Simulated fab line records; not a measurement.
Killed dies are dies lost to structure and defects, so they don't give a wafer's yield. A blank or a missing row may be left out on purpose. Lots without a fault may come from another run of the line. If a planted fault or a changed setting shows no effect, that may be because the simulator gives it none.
The tool behind it: which one? + flow sky130 + Sampling: 24 lots, 72 wafers, 6 of 708 route steps

## WHAT THE GAUGES SHOWED, per wafer
SKY_FIELD_ISO_THK_MEAS_04. Usual: FIELD_ISO_CVD_03_THK 166.1 nm, standard deviation 1.4.
| lot  | measured    | on            | FIELD_ISO_CVD_03_THK (nm) | flag |
|------|-------------|---------------|---------------------------|------|
| L074 | day 1 13:30 | film metro-02 | 164.2 164.9 163.7         |      |
| L075 | day 1 18:30 | film metro-01 | 166.4 167.1 166.3         |      |
| L076 | day 2 01:11 | film metro-01 | 163.8 162.8 162.6         |      |
| L077 | day 2 05:28 | film metro-04 | 165.6 166.1 166.0         |      |
| L078 | day 2 09:40 | film metro-02 | 166.5 165.9 166.6         |      |
| L079 | day 2 14:29 | film metro-01 | 162.9 164.5 163.4         |      |
| L080 | day 2 19:29 | film metro-02 | 168.6 166.5 167.5         |      |
| L081 | day 3 04:26 | film metro-01 | 164.0 166.0 165.7         |      |
| L082 | day 3 10:58 | film metro-02 | 168.0 166.0 167.5         |      |
| L083 | day 3 10:58 | film metro-01 | 164.3 164.4 164.1         |      |
| L084 | day 3 20:34 | film metro-04 | 166.3 165.8 166.2         |      |
| L085 | day 3 20:34 | film metro-01 | 168.0 166.1 167.4         |      |
| L086 | day 4 06:37 | film metro-02 | 166.7 167.0 167.5         |      |
| L087 | day 4 06:37 | film metro-04 | 166.6 165.7 167.8         |      |
| L088 | day 4 12:14 | film metro-01 | 167.8 165.4 166.8         |      |
| L089 | day 4 17:44 | film metro-01 | 165.0 164.8 165.0         |      |
| L090 | day 4 22:43 | film metro-04 | 168.4 168.7 168.3         |      |
| L091 | day 5 04:38 | film metro-01 | 166.8 165.5 166.2         |      |
| L092 | day 5 10:42 | film metro-01 | 166.2 165.7 166.3         |      |
| L093 | day 5 13:31 | film metro-02 | 166.6 165.7 166.9         |      |
| L094 | day 5 19:05 | film metro-04 | 166.1 165.2 166.4         |      |
| L095 | day 5 23:31 | film metro-01 | 167.7 167.1 166.1         |      |
| L096 | day 6 03:41 | film metro-04 | 165.0 164.9 165.0         |      |
| L097 | day 6 08:31 | film metro-01 | 166.8 166.4 167.3         |      |

SKY_CONTACT_THK_MEAS_03. Usual: CONTACT_HDPCVD_THK 564 nm, standard deviation 6.5.
| lot  | measured     | on            | CONTACT_HDPCVD_THK (nm) | flag |
|------|--------------|---------------|-------------------------|------|
| L074 | day 30 17:14 | film metro-04 | 572 581 572             |      |
| L075 | day 31 02:28 | film metro-01 | 560 556 555             |      |
| L076 | day 31 07:17 | film metro-01 | 565 567 561             |      |
| L077 | day 32 05:06 | film metro-02 | 574 569 558             |      |
| L078 | day 33 06:30 | film metro-02 | 550 548 556             |      |
| L079 | day 33 14:49 | film metro-02 | 562 561 559             |      |
| L080 | day 33 13:56 | film metro-04 | 567 565 568             |      |
| L081 | day 34 04:46 | film metro-04 | 568 576 577             |      |
| L082 | day 34 05:58 | film metro-01 | 563 557 563             |      |
| L083 | day 34 07:28 | film metro-01 | 568 568 564             |      |
| L084 | day 34 09:25 | film metro-01 | 568 568 573             |      |
| L085 | day 34 09:16 | film metro-01 | 554 552 565             |      |
| L086 | day 35 04:59 | film metro-02 | 573 560 558             |      |
| L087 | day 35 00:37 | film metro-01 | 572 556 559             |      |
| L088 | day 35 23:26 | film metro-04 | 561 564 561             |      |
| L089 | day 35 18:32 | film metro-01 | 569 565 560             |      |
| L090 | day 36 08:02 | film metro-04 | 560 576 567             |      |
| L091 | day 36 11:05 | film metro-02 | 563 571 569             |      |
| L092 | day 36 15:07 | film metro-04 | 558 565 555             |      |
| L093 | day 36 16:10 | film metro-04 | 566 565 573             |      |
| L094 | day 36 21:39 | film metro-01 | 569 558 560             |      |
| L095 | day 37 17:24 | film metro-01 | 566 572 561             |      |
| L096 | day 37 18:49 | film metro-04 | 567 557 569             |      |
| L097 | day 37 19:46 | film metro-01 | 554 557 551             |      |

SKY_VIA2_BOW_MEAS_03. Usual: VIA2_BOW 86 um, standard deviation 6.8.
| lot  | measured     | on            | VIA2_BOW (um) | flag |
|------|--------------|---------------|---------------|------|
| L074 | day 35 12:49 | film metro-02 | 91 80 91      |      |
| L075 | day 35 20:43 | film metro-04 | 95 86 95      |      |
| L076 | day 36 01:40 | film metro-02 | 85 78 83      |      |
| L077 | day 36 23:14 | film metro-02 | 79 97 85      |      |
| L078 | day 37 20:49 | film metro-01 | 91 94 89      |      |
| L079 | day 38 05:40 | film metro-01 | 84 81 79      |      |
| L080 | day 38 03:18 | film metro-04 | 91 97 83      |      |
| L081 | day 38 20:09 | film metro-04 | 93 82 92      |      |
| L082 | day 38 22:54 | film metro-04 | 96 81 78      |      |
| L083 | day 39 00:43 | film metro-02 | 83 74 89      |      |
| L084 | day 39 01:59 | film metro-02 | 82 82 78      |      |
| L085 | day 39 01:37 | film metro-01 | 87 99 84      |      |
| L086 | day 39 20:36 | film metro-02 | 75 89 84      |      |
| L087 | day 39 13:08 | film metro-04 | 88 83 95      |      |
| L088 | day 40 13:43 | film metro-01 | 83 76 88      |      |
| L089 | day 40 08:15 | film metro-02 | 83 94 95      |      |
| L090 | day 40 22:02 | film metro-01 | 81 78 89      |      |
| L091 | day 41 00:20 | film metro-02 | 75 72 78      |      |
| L092 | day 41 02:57 | film metro-01 | 85 92 86      |      |
| L093 | day 41 04:29 | film metro-01 | 94 89 83      |      |
| L094 | day 41 09:12 | film metro-02 | 90 90 72      |      |
| L095 | day 42 04:09 | film metro-01 | 82 79 93      |      |
| L096 | day 42 04:23 | film metro-02 | 78 74 82      |      |
| L097 | day 42 08:32 | film metro-02 | 73 78 81      |      |

SKY_METAL3_OVL_MEAS_14. Usual: METAL3_OVL -2 nm, standard deviation 6.
| lot  | measured     | on         | METAL3_OVL (nm) | flag |
|------|--------------|------------|-----------------|------|
| L074 | day 38 21:07 | overlay-01 | 10 4 -6         |      |
| L075 | day 39 03:57 | overlay-02 | -4 -8 -9        |      |
| L076 | day 39 08:51 | overlay-01 | -6 -5 -1        |      |
| L077 | day 40 05:36 | overlay-01 | 6 -1 -2         |      |
| L078 | day 41 04:25 | overlay-02 | -1 -2 -4        |      |
| L079 | day 41 11:34 | overlay-01 | 7 4 7           |      |
| L080 | day 41 09:53 | overlay-02 | -6 -8 -1        |      |
| L081 | day 42 00:52 | overlay-02 | -4 2 4          |      |
| L082 | day 42 02:36 | overlay-02 | -6 7 -3         |      |
| L083 | day 42 04:54 | overlay-01 | 2 0 6           |      |
| L084 | day 42 06:42 | overlay-02 | 2 -13 1         |      |
| L085 | day 42 06:03 | overlay-01 | 1 0 8           |      |
| L086 | day 43 00:33 | overlay-02 | -6 -5 1         |      |
| L087 | day 42 15:39 | overlay-01 | -22 -10 -17     |      |
| L088 | day 43 15:49 | overlay-01 | 0 -2 -2         |      |
| L089 | day 43 10:05 | overlay-01 | 2 7 1           |      |
| L090 | day 43 23:58 | overlay-01 | 4 7 0           |      |
| L091 | day 44 02:01 | overlay-01 | -5 -1 6         |      |
| L092 | day 44 05:12 | overlay-02 | 0 3 9           |      |
| L093 | day 44 06:08 | overlay-02 | -3 1 1          |      |
| L094 | day 44 09:49 | overlay-02 | -8 -10 -8       |      |
| L095 | day 45 03:55 | overlay-01 | -11 -1 -8       |      |
| L096 | day 45 04:34 | overlay-01 | -6 -2 -3        |      |
| L097 | day 45 08:43 | overlay-02 | -11 -10 -8      |      |

## WHICH TOOL RAN EACH LOT (tool, then ch and the chambers of the sampled wafers, then the start)
| lot  | SKY_VIA1_ETCH_14                   | SKY_METAL3_SPUTTER_00        |
|------|------------------------------------|------------------------------|
| L074 | rie diel-01 ch 0,1,2, day 34 06:14 | pvd sputter-01, day 36 16:54 |
| L075 | rie diel-03 ch 0,1,2, day 34 13:59 | pvd sputter-03, day 37 01:11 |
| L076 | rie diel-03 ch 1,2, day 34 21:02   | pvd sputter-03, day 37 05:15 |
| L077 | rie diel-01 ch 1,2,3, day 35 16:23 | pvd sputter-04, day 38 01:10 |
| L078 | rie diel-04 ch 0,1, day 36 16:50   | pvd sputter-01, day 39 01:17 |
| L079 | rie diel-01 ch 0,1, day 37 01:17   | pvd sputter-04, day 39 09:29 |
| L080 | rie diel-03 ch 0,2,3, day 37 00:20 | pvd sputter-04, day 39 06:55 |
| L081 | rie diel-03 ch 2,3, day 37 15:41   | pvd sputter-04, day 39 23:23 |
| L082 | rie diel-01 ch 0,1,2, day 37 17:38 | pvd sputter-03, day 40 01:55 |
| L083 | rie diel-01 ch 1,2,3, day 37 18:35 | pvd sputter-03, day 40 03:47 |
| L084 | rie diel-03 ch 0,3, day 37 20:41   | pvd sputter-01, day 40 05:36 |
| L085 | rie diel-01 ch 1,3, day 37 20:08   | pvd sputter-04, day 40 05:18 |
| L086 | rie diel-03 ch 1,2,3, day 38 14:56 | pvd sputter-01, day 40 22:56 |
| L087 | rie diel-04 ch 0,1,3, day 38 08:41 | pvd sputter-03, day 40 15:22 |
| L088 | rie diel-03 ch 0,1,2, day 39 08:56 | pvd sputter-04, day 41 15:00 |
| L089 | rie diel-03 ch 0,1,2, day 39 03:50 | pvd sputter-04, day 41 09:40 |
| L090 | rie diel-01 ch 1,2,3, day 39 18:20 | pvd sputter-03, day 41 23:18 |
| L091 | rie diel-03 ch 0,1,2, day 39 20:44 | pvd sputter-04, day 42 01:37 |
| L092 | rie diel-03 ch 1,2, day 40 00:11   | pvd sputter-01, day 42 04:58 |
| L093 | rie diel-03 ch 0,3, day 40 01:41   | pvd sputter-01, day 42 05:51 |
| L094 | rie diel-01 ch 0,2,3, day 40 05:59 | pvd sputter-03, day 42 09:46 |
| L095 | rie diel-01 ch 0,2,3, day 41 00:50 | pvd sputter-01, day 43 06:19 |
| L096 | rie diel-03 ch 0,1,2, day 41 01:11 | pvd sputter-03, day 43 06:36 |
| L097 | rie diel-01 ch 0,1,2, day 41 04:29 | pvd sputter-04, day 43 10:41 |
- SKY_VIA1_ETCH_14: etches BARC in N2/H2, stops on SiO2, time 45.9 s, target depth 60 nm.
- SKY_METAL3_SPUTTER_00: material Ti, target thk 15 nm, time 10 s.

## WHAT THE TOOLS THEMSELVES READ (means of the sampled wafers that have a number; where no wafer has one, the mark that the record gives instead)
SKY_VIA1_ETCH_14. Usual: drypump motor current A 5.6 A, standard deviation 0.44; oes product au 0.855 a.u., standard deviation 0.0049; throttle valve pct 13.225 %, standard deviation 0.0093.
| lot  | tool        | drypump motor current A (A) | oes product au (a.u.) | throttle valve pct (%) | flag |
|------|-------------|-----------------------------|-----------------------|------------------------|------|
| L074 | rie diel-01 | 5.4                         | 0.855                 | 13.219                 |      |
| L075 | rie diel-03 | 5.6                         | 0.854                 | 13.220                 |      |
| L076 | rie diel-03 | 5.2                         | 0.855                 | 13.230                 |      |
| L077 | rie diel-01 | 5.8                         | 0.860                 | 13.230                 |      |
| L078 | rie diel-04 | 5.4                         | 0.856                 | 13.221                 |      |
| L079 | rie diel-01 | 5.4                         | 0.856                 | 13.219                 |      |
| L080 | rie diel-03 | 5.5                         | 0.855                 | 13.228                 |      |
| L081 | rie diel-03 | 5.1                         | 0.849                 | 13.228                 |      |
| L082 | rie diel-01 | 5.4                         | 0.856                 | 13.228                 |      |
| L083 | rie diel-01 | 5.7                         | 0.854                 | 13.234                 |      |
| L084 | rie diel-03 | 5.9                         | 0.851                 | 13.232                 |      |
| L085 | rie diel-01 | 5.9                         | 0.851                 | 13.232                 |      |
| L086 | rie diel-03 | 5.2                         | 0.857                 | 13.228                 |      |
| L087 | rie diel-04 | 5.5                         | 0.856                 | 13.226                 |      |
| L088 | rie diel-03 | 5.6                         | 0.858                 | 13.216                 |      |
| L089 | rie diel-03 | 5.6                         | 0.853                 | 13.215                 |      |
| L090 | rie diel-01 | 5.7                         | 0.858                 | 13.223                 |      |
| L091 | rie diel-03 | 5.6                         | 0.855                 | 13.226                 |      |
| L092 | rie diel-03 | 5.3                         | 0.856                 | 13.225                 |      |
| L093 | rie diel-03 | 5.6                         | 0.861                 | 13.229                 |      |
| L094 | rie diel-01 | 5.5                         | 0.856                 | 13.229                 |      |
| L095 | rie diel-01 | 5.6                         | 0.852                 | 13.229                 |      |
| L096 | rie diel-03 | 5.6                         | 0.850                 | 13.221                 |      |
| L097 | rie diel-01 | 5.4                         | 0.857                 | 13.219                 |      |

SKY_METAL3_SPUTTER_00. Usual: 30.0 % for throttle valve pct, sd 1.4.
| lot  | tool           | throttle valve pct (%) | flag |
|------|----------------|------------------------|------|
| L074 | pvd sputter-01 | 29.7                   |      |
| L075 | pvd sputter-03 | 28.5                   |      |
| L076 | pvd sputter-03 | 28.6                   |      |
| L077 | pvd sputter-04 | 32.5                   |      |
| L078 | pvd sputter-01 | 29.4                   |      |
| L079 | pvd sputter-04 | 31.1                   |      |
| L080 | pvd sputter-04 | 30.2                   |      |
| L081 | pvd sputter-04 | 29.7                   |      |
| L082 | pvd sputter-03 | 29.3                   |      |
| L083 | pvd sputter-03 | 30.3                   |      |
| L084 | pvd sputter-01 | 29.5                   |      |
| L085 | pvd sputter-04 | 30.5                   |      |
| L086 | pvd sputter-01 | 29.4                   |      |
| L087 | pvd sputter-03 | 29.3                   |      |
| L088 | pvd sputter-04 | 29.9                   |      |
| L089 | pvd sputter-04 | 30.3                   |      |
| L090 | pvd sputter-03 | 29.3                   |      |
| L091 | pvd sputter-04 | 31.9                   |      |
| L092 | pvd sputter-01 | 29.7                   |      |
| L093 | pvd sputter-01 | 29.5                   |      |
| L094 | pvd sputter-03 | 28.7                   |      |
| L095 | pvd sputter-01 | 30.3                   |      |
| L096 | pvd sputter-03 | 29.2                   |      |
| L097 | pvd sputter-04 | 30.4                   |      |

## THE ANSWER, worked out from the rows above alone
Rule: take the mean of a lot's wafers that have a number; if it is more than 3 standard deviations from the usual mean, the lot is off. Also off: a lot with no number at a reading for which 4 or more lots have one. The other lots that the step has rows for count as sound. First the gauges in route order, then the tools' own readings, where a lot's mean is used as printed above. At the first step where some lot is off, the reading lying furthest off is the one used; lots without a number count as furthest.
No lot is off at any reading shown: from this, nothing can be told.

## WHAT THE SIMULATOR PUT IN
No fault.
